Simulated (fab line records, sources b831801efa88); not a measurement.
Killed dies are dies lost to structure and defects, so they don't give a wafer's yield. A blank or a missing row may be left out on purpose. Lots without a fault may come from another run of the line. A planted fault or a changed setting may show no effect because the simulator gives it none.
Which tool did it? | flow sky130 | 14 lots, 42 wafers sampled, at 4 steps of a route of 708

WHAT THE GAUGES READ, wafer by wafer
SKY_VT_ADJUST_LVTN_OVL_MEAS_18. Usual: VT_ADJUST_LVTN_01_OVL 0.2 nm, standard deviation 1.6.
lot  | measured     | on         | VT_ADJUST_LVTN_01_OVL (nm) | flag
L641 | day 7 19:59  | overlay-01 | -1.9 -1.0 -1.5             |
L644 | day 8 11:35  | overlay-02 | 0.4 0.4 -0.5               |
L646 | day 8 22:05  | overlay-01 | -1.6 -3.3 -2.3             |
L645 | day 9 01:51  | overlay-02 | 0.7 1.9 1.8                |
L647 | day 9 10:05  | overlay-01 | -2.2 -1.0 -0.8             |
L648 | day 9 16:56  | overlay-01 | -1.3 -1.5 -1.4             |
L649 | day 10 01:17 | overlay-01 | 0.6 0.9 1.2                |
L652 | day 11 08:29 | overlay-01 | 0.4 1.2 -0.2               |
L655 | day 11 22:17 | overlay-01 | 3.2 4.3 2.7                |
L656 | day 12 03:11 | overlay-01 | -0.1 0.1 -0.8              |
L657 | day 12 08:47 | overlay-02 | 0.4 2.0 2.5                |
L658 | day 12 13:45 | overlay-02 | 0.8 0.9 -0.1               |
L660 | day 13 02:11 | overlay-02 | 0.9 2.4 1.3                |
L662 | day 13 18:11 | overlay-02 | 0.1 -0.7 -0.4              |

SKY_SONOS_ONO_THK_MEAS_03. Usual: SONOS_ONO_CVD_02_THK 10.56 nm, standard deviation 0.12.
lot  | measured     | on            | SONOS_ONO_CVD_02_THK (nm) | flag
L641 | day 11 19:16 | film_metro-02 | 10.44 10.34 10.45         |
L644 | day 12 12:33 | film_metro-04 | 10.43 10.66 10.56         |
L646 | day 12 20:38 | film_metro-02 | 10.71 10.78 10.60         |
L645 | day 13 02:33 | film_metro-01 | 10.65 10.70 10.60         |
L647 | day 13 12:57 | film_metro-02 | 10.66 10.76 10.71         |
L648 | day 13 23:55 | film_metro-02 | 10.63 10.59 10.57         |
L649 | day 14 12:56 | film_metro-04 | 10.33 10.26 10.27         |
L652 | day 15 19:38 | film_metro-02 | 10.81 10.74 10.56         |
L655 | day 16 10:32 | film_metro-01 | 10.31 10.36 10.40         |
L658 | day 17 04:47 | film_metro-02 | 10.54 10.52 10.53         |
L660 | day 17 18:01 | film_metro-02 | 10.63 10.49 10.69         |
L662 | day 18 15:44 | film_metro-04 | 10.63 10.55 10.59         |

WHICH TOOL RAN EACH LOT (tool, then ch and the chambers of the sampled wafers, then the start)
lot  | SKY_VT_ADJUST_HVTP_STRIP_10          | SKY_SONOS_TUNNEL_EXPOSE_04
L641 | plasma_asher-02 ch 0,1, day 6 05:08  | iline_stepper-02 ch 0, day 10 23:28
L644 | plasma_asher-01 ch 0,1, day 6 19:28  | iline_stepper-01 ch 0, day 11 18:05
L646 | plasma_asher-01 ch 0,1, day 7 05:26  | iline_stepper-01 ch 0, day 12 05:32
L645 | plasma_asher-01 ch 0,1, day 7 08:01  | iline_stepper-01 ch 0, day 12 09:23
L647 | plasma_asher-02 ch 0,1, day 7 16:26  | iline_stepper-01 ch 0, day 12 19:11
L648 | plasma_asher-02 ch 0,1, day 7 23:11  | iline_stepper-02 ch 0, day 13 05:19
L649 | plasma_asher-01 ch 0,1, day 8 07:14  | iline_stepper-02 ch 0, day 13 21:25
L652 | plasma_asher-03 ch 0,1, day 9 11:20  | iline_stepper-01 ch 0, day 15 01:36
L655 | plasma_asher-01 ch 0,1, day 10 00:29 | iline_stepper-02 ch 0, day 15 17:00
L656 | plasma_asher-03 ch 0,1, day 10 04:32 | iline_stepper-01, day 15 22:22
L657 | plasma_asher-02 ch 0,1, day 10 10:32 | iline_stepper-02, day 16 06:25
L658 | plasma_asher-03 ch 0,1, day 10 15:16 | iline_stepper-02 ch 0, day 16 11:20
L660 | plasma_asher-01 ch 0,1, day 11 01:44 | iline_stepper-01 ch 0, day 17 00:07
L662 | plasma_asher-01 ch 0,1, day 11 16:38 | iline_stepper-01 ch 0, day 17 19:30
- SKY_VT_ADJUST_HVTP_STRIP_10: strips in O2/N2.
- SKY_SONOS_TUNNEL_EXPOSE_04: exposes mask TUNM, target cd 410 nm.

WHAT THE TOOLS THEMSELVES READ (means of the sampled wafers that have a number; where no wafer has one, the mark that the record gives instead)
SKY_VT_ADJUST_HVTP_STRIP_10. Usual: drypump_motor_current_A 5.5 A, standard deviation 0.4; n2_flow_sccm 299.9 sccm, standard deviation 0.82; o2_flow_sccm 2999 sccm, standard deviation 9.3; oes_product_au 0.716 a.u., standard deviation 0.0045; strip_time_to_endpoint_s 14.18 s, standard deviation 0.043.
lot  | tool            | drypump_motor_current_A (A) | n2_flow_sccm (sccm) | o2_flow_sccm (sccm) | oes_product_au (a.u.) | strip_time_to_endpoint_s (s) | flag
L641 | plasma_asher-02 | 5.5                         | 300.2               | 3001                | 0.713                 | 14.19                        |
L644 | plasma_asher-01 | 5.1                         | 298.9               | 3003                | 0.719                 | 14.21                        |
L646 | plasma_asher-01 | 5.1                         | 300.0               | 3011                | 0.713                 | 14.26                        |
L645 | plasma_asher-01 | 5.1                         | 300.0               | 2998                | 0.722                 | 14.13                        |
L647 | plasma_asher-02 | 5.4                         | 299.2               | 3003                | 0.714                 | 14.26                        |
L648 | plasma_asher-02 | 5.4                         | 298.6               | 3000                | 0.713                 | 14.21                        |
L649 | plasma_asher-01 | 5.5                         | 300.8               | 3000                | 0.721                 | 14.20                        |
L652 | plasma_asher-03 | 5.6                         | 300.3               | 3001                | 0.711                 | 14.17                        |
L655 | plasma_asher-01 | 5.1                         | 299.5               | 3005                | 0.713                 | 14.13                        |
L656 | plasma_asher-03 | 5.7                         | 299.1               | 2997                | 0.717                 | 14.17                        |
L657 | plasma_asher-02 | 5.5                         | 300.8               | 2997                | 0.717                 | 14.18                        |
L658 | plasma_asher-03 | 5.6                         | 299.6               | 2997                | 0.719                 | 14.12                        |
L660 | plasma_asher-01 | 5.6                         | 299.8               | 2997                | 0.713                 | 14.14                        |
L662 | plasma_asher-01 | 5.5                         | 299.1               | 3006                | 0.713                 | 14.20                        |

SKY_SONOS_TUNNEL_EXPOSE_04. Usual: exposure_dose_mJ_cm2 135.93, standard deviation 0.15; focus_offset_nm -0.1 nm, standard deviation 0.52.
lot  | tool             | exposure_dose_mJ_cm2 | focus_offset_nm (nm) | flag
L641 | iline_stepper-02 | 136.30               | -0.1                 |
L644 | iline_stepper-01 | 135.93               | -0.1                 |
L646 | iline_stepper-01 | 135.84               | 0.1                  |
L645 | iline_stepper-01 | 136.10               | -0.5                 |
L647 | iline_stepper-01 | 136.11               | 0.2                  |
L648 | iline_stepper-02 | 135.92               | -0.2                 |
L649 | iline_stepper-02 | 135.79               | 0.6                  |
L652 | iline_stepper-01 | 135.91               | 0.2                  |
L655 | iline_stepper-02 | 135.82               | 0.4                  |
L656 | iline_stepper-01 | -                    | -                    | OFF
L657 | iline_stepper-02 | -                    | -                    | OFF
L658 | iline_stepper-02 | 135.75               | -0.3                 |
L660 | iline_stepper-01 | 135.82               | -0.4                 |
L662 | iline_stepper-01 | 135.88               | -0.2                 |

THE ANSWER, worked out from the rows above alone
Rule: a lot is off if the mean of its wafers that have a number lies more than 3 standard deviations from the usual mean. A lot without any number at a reading at which 4 lots or more have one is off too. The other lots that the step has rows for count as sound. The gauges are gone through in route order, then the tools' own readings, and for those a lot's mean is taken as printed above. The first step at which some lot is off is used, and at that step the reading that is off furthest; a lot without a number counts as furthest.
Off: L656, L657, at SKY_SONOS_TUNNEL_EXPOSE_04 (exposure_dose_mJ_cm2). Without a number there: L656, L657.
A tool fits if, at that step or a process step before it, it ran every lot that is off, and no sound lot after the first of them. None of those tried fits.

WHAT THE SIMULATOR HAD PUT IN
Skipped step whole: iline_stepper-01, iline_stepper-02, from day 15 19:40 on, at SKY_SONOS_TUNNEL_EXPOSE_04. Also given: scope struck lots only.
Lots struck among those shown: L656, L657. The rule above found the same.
